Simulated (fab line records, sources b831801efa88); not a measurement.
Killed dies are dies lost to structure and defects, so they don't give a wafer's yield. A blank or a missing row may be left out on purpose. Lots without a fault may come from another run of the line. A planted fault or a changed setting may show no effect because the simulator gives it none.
A struck lot beside a sound one | flow sky130 | 16 steps out of a route of 708
Sound: wafers L277.3, L277.4, L277.6. Struck: wafers L285.2, L285.4, L285.5. The cause comes at the end.
At each step with rows: each side's tool, then ch and its chambers, then its first start. Under that, the readings that differ: sound wafers | struck wafers | difference of the means | sigmas: that difference in standard deviations of wafers without a fault.
alike: readings whose means differ by less than 2 such deviations, and words and numbers that are the same on both sides. not compared: withheld readings, readings that some wafer has no value for, bounds like >300 that may hide the same value, and numbers for which the record gives no deviation and whose values overlap.
The two part at a step that has a row with sigmas, a row that says differs or no value, or rows on one side only. Numbers that don't overlap but have no deviation are shown without sigmas and don't part them. A reading that every wafer of one side lacks parts them only if that side has two wafers or more.

SKY_LDD_P_OVL_MEAS_08:
  sound on overlay-02, day 21 11:54; struck on overlay-02, day 24 09:52
  alike: LDD_P_OVL
then, 1 step without rows for these wafers: SKY_LDD_P_IMPLANT_09.
SKY_LDD_P_STRIP_10: strips in O2/N2.
  sound on plasma_asher-01 ch 0,1, day 21 12:07; struck on plasma_asher-01 ch 0,1, day 24 10:03
  alike: drypump_motor_current_A, oes_product_au, strip_time_to_endpoint_s
  not compared: rf_hours_counter_h
SKY_LDD_P_TW_MEAS_11:
  sound on film_metro-02, day 21 12:12; struck on film_metro-02, day 24 10:10
  alike: LDD_P_TW
then, 7 steps without rows for these wafers: SKY_LDD_HVN_DEHYDRATE_00 (time 60 s); SKY_LDD_HVN_HMDS_01 (prime time 60 s); SKY_LDD_HVN_COAT_02 (resist thk 300 nm); SKY_LDD_HVN_SOFTBAKE_03 (time 60 s); SKY_LDD_HVN_EXPOSE_04 (exposes mask HVNTM, target cd 700 nm); SKY_LDD_HVN_PEB_05; SKY_LDD_HVN_DEVELOP_06 (develop time 60 s).
SKY_LDD_HVN_OVL_MEAS_07:
  sound on overlay-02, day 22 18:31; struck on overlay-02, day 25 15:24
  alike: LDD_HVN_OVL
SKY_LDD_HVN_IMPLANT_08:
  sound on implanter-02 ch 0, day 22 18:35; struck on implanter-03 ch 0, day 25 15:28
  alike: tilt_deg
SKY_LDD_HVN_STRIP_09: strips in O2/N2.
  sound on plasma_asher-01 ch 0,1, day 22 18:43; struck on plasma_asher-02 ch 1, day 25 15:35
  alike: drypump_motor_current_A, oes_product_au, strip_time_to_endpoint_s
  not compared: rf_hours_counter_h
SKY_LDD_HVN_TW_MEAS_10:
  sound on film_metro-03, day 22 18:48; struck on film_metro-03, day 25 15:55
  reading    | sound          | struck         | difference | sigmas
  LDD_HVN_TW | 1439 1431 1440 | 1392 1389 1382 | -49        | -5
  not compared: hold
-- the record jumps here: 24 days lie between the struck wafers' starts before and after (it left off in module LDD_HVN and takes up again in module PAD_OPEN, whose first step shown is number 708 of the route) --
SKY_PAD_OPEN_PROBE_99:
  sound on prober-01, day 47 10:10; struck on prober-01, day 49 03:58
  reading                                        | sound                | struck               | difference | sigmas
  model.etest.tip_n_5v.rs_ohm_sq                 | 1386 1367 1373       | 1611 1597 1605       | +229       |
  model.etest.tip_n_5v.rs_ohm_sq_range           | 46.77 34.64 25.49    | 236.8 207.6 227      | +188.2     |
  model.etest.tip_n_5v.rs_ohm_sq_rim_less_centre | 14.16 -12.01 -5.292  | -64.59 -93.42 -87.6  | -80.82     |
  model.etest.nfet_g5v0d10v5.r_on_ohm_um         | 1869 1880 1881       | 1921 1921 1912       | +41        |
  model.etest.nfet_g5v0d10v5.drive_ua_um         | 619.8 604.8 616.1    | 595.7 590.8 591.8    | -20.8      |
  model.etest.nfet_g5v0d10v5.vt_sat_v (V)        | 0.7509 0.7603 0.7444 | 0.7833 0.7971 0.7911 | +0.0386    |
  alike: killed_at_M0_to_M3, killed_at_M4_up, killed_at_contacts, killed_at_front_end, killed_at_other, killed_dies, killed_open, killed_short

WHERE THEY PART
Only at SKY_LDD_HVN_TW_MEAS_10, within this record. Later steps at which nothing parts them and some readings are alike: SKY_PAD_OPEN_PROBE_99.

WHY: what the simulator had put in
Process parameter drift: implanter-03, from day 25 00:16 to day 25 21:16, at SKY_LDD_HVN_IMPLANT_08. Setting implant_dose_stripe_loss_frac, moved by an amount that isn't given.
